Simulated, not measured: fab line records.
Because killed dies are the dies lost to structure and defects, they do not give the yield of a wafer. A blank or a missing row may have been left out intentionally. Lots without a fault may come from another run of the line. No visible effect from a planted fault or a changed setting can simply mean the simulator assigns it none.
Which of the tools did it?    flow sky130    6 lots, 17 wafers sampled, at 4 steps of a route of 708

WHAT EACH GAUGE READ, for each wafer
SKY_PAD_OPEN_BOW_MEAS_13.
lot   measured      on             PAD_OPEN_BOW (um)
L336  day 46 17:09  film_metro-03  44 30 42
L341  day 48 07:59  film_metro-03  48
L346  day 49 09:12  film_metro-04  45 46 45
L348  day 49 16:31  film_metro-03  53 47 55
L352  day 50 08:01  film_metro-04  67 49 48
L354  day 50 13:23  film_metro-04  56 54 55

EACH LOT AND THE TOOL THAT RAN IT (in order: tool; ch and the chambers of the sampled wafers; start)
lot   SKY_POLY_CUT_ETCH_11                SKY_PASSIVATION_CVD_00           SKY_PASSIVATION_STRIP_12
L336  rie_diel-03 ch 0,1,3, day 25 16:04  pecvd-01 ch 0,1,2, day 44 21:16  plasma_asher-04 ch 0,1, day 45 18:27
L341  rie_diel-03 ch 1,2, day 27 22:34    pecvd-01 ch 0, day 46 14:16      plasma_asher-02 ch 1, day 47 10:30
L346  rie_diel-01 ch 1,2, day 29 10:16    pecvd-04 ch 0,1,2, day 47 17:02  plasma_asher-02 ch 0,1, day 48 12:59
L348  rie_diel-02 ch 0,2, day 29 23:16    pecvd-04 ch 1,2, day 48 00:49    plasma_asher-03 ch 1, day 48 19:45
L352  rie_diel-03 ch 0,1,2, day 30 22:49  pecvd-02 ch 0,1,2, day 48 18:46  plasma_asher-03 ch 0,1, day 49 12:57
L354  rie_diel-01 ch 0,2,3, day 31 08:55  pecvd-04 ch 0,2, day 49 00:09    plasma_asher-02 ch 0,1, day 49 18:24
- SKY_POLY_CUT_ETCH_11: etches Si3N4 in CF4/CH2F2/Ar, stops on poly-Si, time 42.5 s, target depth 60 nm.
- SKY_PASSIVATION_CVD_00: deposits SiO2, target thk 90 nm.
- SKY_PASSIVATION_STRIP_12: strips in O2/N2.

THE ANSWER, worked out from the rows above alone
Rule: usual is defined by the lots themselves. The widest of any qualifying gaps counts: lots, ordered by their means at a reading, are off when they make up no more than a third of the lots, leave a main group of 4 or more, and stand apart from it by 3 or more times the standard deviation of that group's means. A main group is skipped when, at the precision printed for the reading in the tables above, its means are all equal. A lot without any number at a reading at which 4 lots or more have one is off too. All remaining lots with rows at the step are treated as sound.
None of the lots is off at any reading shown; this tells nothing.

WHAT THE SIMULATOR PUT IN
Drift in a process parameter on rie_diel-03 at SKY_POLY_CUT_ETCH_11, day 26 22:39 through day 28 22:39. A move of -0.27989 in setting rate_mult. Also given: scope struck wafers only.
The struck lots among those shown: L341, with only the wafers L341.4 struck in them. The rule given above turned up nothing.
